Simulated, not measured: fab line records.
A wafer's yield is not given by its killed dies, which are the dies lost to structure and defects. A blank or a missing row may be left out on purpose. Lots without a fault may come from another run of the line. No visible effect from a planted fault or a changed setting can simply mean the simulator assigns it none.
Which of the tools did it?	flow gf180mcu	24 lots with 72 wafers sampled at 5 steps, on a route of 602 steps

WHAT THE GAUGES SHOWED, per wafer
GF_M2_RS_MEAS_05: a four-point-probe measurement.
lot	measured	on	M2_ALCU_RS (ohm/sq)
L074	day 18 13:40	film metro-04	0.0709 0.0710 0.0691
L075	day 18 22:25	film metro-03	0.0717 0.0700 0.0703
L076	day 19 06:12	film metro-02	0.0703 0.0701 0.0688
L077	day 19 13:47	film metro-04	0.0692 0.0696 0.0696
L078	day 19 16:40	film metro-04	0.0694 0.0704 0.0700
L079	day 20 10:12	film metro-04	0.0679 0.0694 0.0688
L080	day 20 11:07	film metro-02	0.0691 0.0710 0.0696
L081	day 20 23:18	film metro-02	0.0682 0.0690 0.0690
L082	day 21 05:23	film metro-03	0.0699 0.0710 0.0681
L083	day 21 13:04	film metro-02	0.0696 0.0707 0.0713
L084	day 21 20:03	film metro-04	0.0702 0.0700 0.0700
L085	day 22 05:50	film metro-02	0.0699 0.0699 0.0683
L086	day 22 15:03	film metro-03	0.0700 0.0678 0.0695
L087	day 23 06:25	film metro-03	0.0693 0.0695 0.0703
L088	day 23 10:33	film metro-03	0.0697 0.0680 0.0691
L089	day 23 18:55	film metro-02	0.0684 0.0684 0.0688
L090	day 23 23:31	film metro-02	0.0689 0.0688 0.0703
L091	day 24 08:41	film metro-02	0.0693 0.0684 0.0692
L092	day 24 17:28	film metro-02	0.0692 0.0679 0.0678
L093	day 25 01:17	film metro-02	0.0714 0.0714 0.0714
L094	day 25 10:17	film metro-03	0.0678 0.0675 0.0677
L095	day 25 14:45	film metro-03	0.0704 0.0703 0.0697
L096	day 26 00:57	film metro-03	0.0685 0.0689 0.0689
L097	day 26 01:49	film metro-03	0.0680 0.0675 0.0677

GF_V4_THK_MEAS_25: measures by xrf.
lot	measured	on	V4_W_THK (nm)
L074	day 24 20:53	film metro-01	362 352 349
L075	day 25 02:37	film metro-01	350 350 348
L076	day 25 09:23	film metro-01	358 352 355
L077	day 25 16:36	film metro-03	352 346 357
L078	day 25 18:35	film metro-01	353 360 353
L079	day 26 09:48	film metro-04	356 350 354
L080	day 26 09:06	film metro-04	360 360 353
L081	day 26 22:29	film metro-03	357 352 355
L082	day 27 03:17	film metro-03	350 352 353
L083	day 27 07:09	film metro-03	356 353 351
L084	day 27 18:00	film metro-03	352 354 347
L085	day 27 22:50	film metro-03	353 358 347
L086	day 28 08:17	film metro-03	351 352 352
L087	day 28 19:13	film metro-01	362 353 355
L088	day 29 00:04	film metro-04	353 353 352
L089	day 29 07:52	film metro-04	356 362 354
L090	day 29 12:18	film metro-03	354 349 350
L091	day 29 18:51	film metro-01	355 356 357
L092	day 30 02:16	film metro-01	357 351 355
L093	day 30 10:10	film metro-01	362 352 357
L094	day 30 18:08	film metro-04	359 345 360
L095	day 30 21:21	film metro-03	359 356 355
L096	day 31 05:32	film metro-04	359 359 364
L097	day 31 07:56	film metro-04	358 357 358

TOOL THAT RAN EACH LOT (tool first, then ch and the chambers of the sampled wafers, then the start)
lot	GF_V2_ETCH_17	GF_V2_CVD_23	GF_V3_CMP_04
L074	rie diel-02 ch 2,3, day 20 16:43 or earlier	cvd w-02 ch 0,1, day 20 16:43	cmp-01 ch 0,1,3, day 21 18:56
L075	rie diel-03 ch 0,2,3, day 21 01:59 or earlier	cvd w-02 ch 0,1, day 21 01:59	cmp-01 ch 0,2,3, day 22 03:26
L076	rie diel-02 ch 0,2,3, day 21 08:30 or earlier	cvd w-02 ch 0,1, day 21 08:30	cmp-01 ch 0,1,2, day 22 09:52
L077	rie diel-04 ch 0,1,3, day 21 16:01 or earlier	cvd w-01 ch 0, day 21 16:01	cmp-02 ch 0,1,3, day 22 17:30
L078	rie diel-03 ch 1,2,3, day 21 19:04 or earlier	cvd w-02 ch 0,1, day 21 19:04	cmp-01 ch 0,1,3, day 22 20:20
L079	rie diel-03 ch 0,1,3, day 22 12:36 or earlier	cvd w-01 ch 0, day 22 12:36	cmp-02 ch 0,1,2, day 23 13:43
L080	rie diel-02 ch 0,1,3, day 22 12:27 or earlier	cvd w-01 ch 0, day 22 12:27	cmp-01 ch 0,1,2, day 23 13:17
L081	rie diel-02 ch 0,3, day 23 00:36 or earlier	cvd w-02 ch 0,1, day 23 00:36	cmp-02 ch 1,3, day 24 00:38
L082	rie diel-03 ch 0,2,3, day 23 06:58 or earlier	cvd w-02 ch 0,1, day 23 06:58	cmp-01 ch 0,1,3, day 24 07:55
L083	rie diel-02 ch 0,1,3, day 23 13:30 or earlier	cvd w-02 ch 0,1, day 23 13:30	cmp-02 ch 2,3, day 24 12:45
L084	rie diel-04 ch 0,2,3, day 23 20:21 or earlier	cvd w-02 ch 0,1, day 23 20:21	cmp-01 ch 0,1,2, day 24 23:41
L085	rie diel-03 ch 0,1,2, day 24 06:47 or earlier	cvd w-02 ch 0,1, day 24 06:47	cmp-02 ch 0,1,3, day 25 05:56
L086	rie diel-04 ch 0,2,3, day 24 15:10 or earlier	cvd w-02 ch 1, day 24 15:10	cmp-01 ch 1,3, day 25 15:02
L087	rie diel-04 ch 0,1,3, day 25 04:55 or earlier	cvd w-02 ch 0,1, day 25 04:55	cmp-01 ch 0,1,2, day 26 03:35
L088	rie diel-03 ch 0,1,2, day 25 08:44 or earlier	cvd w-02 ch 0,1, day 25 08:44	cmp-01 ch 0,2, day 26 07:37
L089	rie diel-02 ch 2,3, day 25 17:01 or earlier	cvd w-01 ch 0,1, day 25 17:01	cmp-01 ch 2,3, day 26 15:28
L090	rie diel-04 ch 1,2,3, day 25 22:22 or earlier	cvd w-01 ch 0,1, day 25 22:22	cmp-01 ch 0,1,3, day 26 20:29
L091	rie diel-02 ch 0,1,3, day 26 05:47 or earlier	cvd w-01 ch 0,1, day 26 05:47	cmp-01 ch 0,2,3, day 27 03:37
L092	rie diel-03 ch 0,1,2, day 26 13:55 or earlier	cvd w-01 ch 0,1, day 26 13:55	cmp-02 ch 0,3, day 27 11:58
L093	rie diel-02 ch 0,3, day 26 22:09 or earlier	cvd w-01 ch 0,1, day 26 22:09	cmp-01 ch 1,3, day 27 19:46
L094	rie diel-04 ch 0,2,3, day 27 06:05 or earlier	cvd w-02 ch 0,1, day 27 06:05	cmp-01 ch 0,1,3, day 28 03:57
L095	rie diel-03 ch 0,1,3, day 27 11:07 or earlier	cvd w-01 ch 0,1, day 27 11:07	cmp-02 ch 2,3, day 28 09:10
L096	rie diel-02 ch 0,1,3, day 27 19:21 or earlier	cvd w-02 ch 0,1, day 27 19:21	cmp-02 ch 0,2,3, day 28 17:29
L097	rie diel-02 ch 0,1,3, day 27 21:41 or earlier	cvd w-02 ch 0,1, day 27 21:41	cmp-01 ch 0,2, day 28 18:46
- GF_V2_ETCH_17: etches SiO2 in C4F8/O2/Ar, stops on TiN, target depth 630 nm.
- GF_V2_CVD_23: deposits W, target thk 350 nm, time 104.94 s.
- GF_V3_CMP_04: polishes SiO2.

AS READ BY THE TOOLS THEMSELVES (means over the sampled wafers that have a number; for cases with no such wafer, the mark the record gives instead)
GF_V2_ETCH_17.
lot	tool	oes product au (a.u.)	rf fwd power W (W)
L074	rie diel-02	0.856	1497
L075	rie diel-03	0.854	1487
L076	rie diel-02	0.854	1493
L077	rie diel-04	0.858	1494
L078	rie diel-03	0.857	1487
L079	rie diel-03	0.853	1490
L080	rie diel-02	0.860	1493
L081	rie diel-02	0.860	1490
L082	rie diel-03	0.852	1486
L083	rie diel-02	0.855	1494
L084	rie diel-04	0.860	1495
L085	rie diel-03	0.857	1489
L086	rie diel-04	0.852	1496
L087	rie diel-04	0.859	1494
L088	rie diel-03	0.855	1492
L089	rie diel-02	0.856	1496
L090	rie diel-04	0.855	1498
L091	rie diel-02	0.861	1494
L092	rie diel-03	0.862	1492
L093	rie diel-02	0.857	1487
L094	rie diel-04	0.856	1493
L095	rie diel-03	0.854	1487
L096	rie diel-02	0.851	1497
L097	rie diel-02	0.858	1492

GF_V2_CVD_23.
lot	tool	heater power outer w (W)	heater power w (W)	susceptor temp C (C)
L074	cvd w-02	591	963	399.82
L075	cvd w-02	589	958	399.85
L076	cvd w-02	592	975	400.36
L077	cvd w-01	460	768	400.16
L078	cvd w-02	584	926	399.77
L079	cvd w-01	467	764	399.99
L080	cvd w-01	464	773	400.03
L081	cvd w-02	591	965	399.74
L082	cvd w-02	588	962	399.79
L083	cvd w-02	584	938	400.12
L084	cvd w-02	590	940	400.17
L085	cvd w-02	591	979	399.98
L086	cvd w-02	590	904	400.33
L087	cvd w-02	591	930	399.93
L088	cvd w-02	602	951	399.79
L089	cvd w-01	520	868	400.13
L090	cvd w-01	491	814	400.10
L091	cvd w-01	511	885	400.02
L092	cvd w-01	493	828	400.08
L093	cvd w-01	523	869	399.79
L094	cvd w-02	604	959	399.75
L095	cvd w-01	492	822	400.01
L096	cvd w-02	591	981	400.18
L097	cvd w-02	600	978	400.04

GF_V3_CMP_04.
lot	tool	motor current A (A)	time to endpoint s (s)
L074	cmp-01	11.5	70
L075	cmp-01	11.3	66
L076	cmp-01	11.6	70
L077	cmp-02	13.0	78
L078	cmp-01	11.6	77
L079	cmp-02	13.2	91
L080	cmp-01	11.7	76
L081	cmp-02	13.0	85
L082	cmp-01	11.2	75
L083	cmp-02	11.6	88
L084	cmp-01	11.4	79
L085	cmp-02	12.3	74
L086	cmp-01	10.8	70
L087	cmp-01	11.4	80
L088	cmp-01	11.3	73
L089	cmp-01	11.2	65
L090	cmp-01	11.5	67
L091	cmp-01	11.9	74
L092	cmp-02	12.6	72
L093	cmp-01	11.7	68
L094	cmp-01	11.7	73
L095	cmp-02	11.6	71
L096	cmp-02	12.0	75
L097	cmp-01	11.7	76

THE ANSWER, worked out from the rows above alone
Rule: the lots themselves supply what counts as usual. The widest of any qualifying gaps counts: lots, ordered by their means at a reading, are off when they make up no more than a third of the lots, leave a main group of 4 or more, and stand apart from it by 3 or more times the standard deviation of that group's means. Not used: any main group whose means are identical at the precision the tables above print for the reading. Also off: a lot with no number at a reading for which 4 or more lots have one. Where the step has rows for the other lots, those lots are counted as sound. First the gauges in route order, then the tools' own readings, where a lot's mean is used as printed above. At the first step where some lot is off, the reading lying furthest off is the one used; lots without a number count as furthest.
No lot is off on any of the readings shown, so nothing can be concluded from this.

WHAT WAS PUT IN BY THE SIMULATOR
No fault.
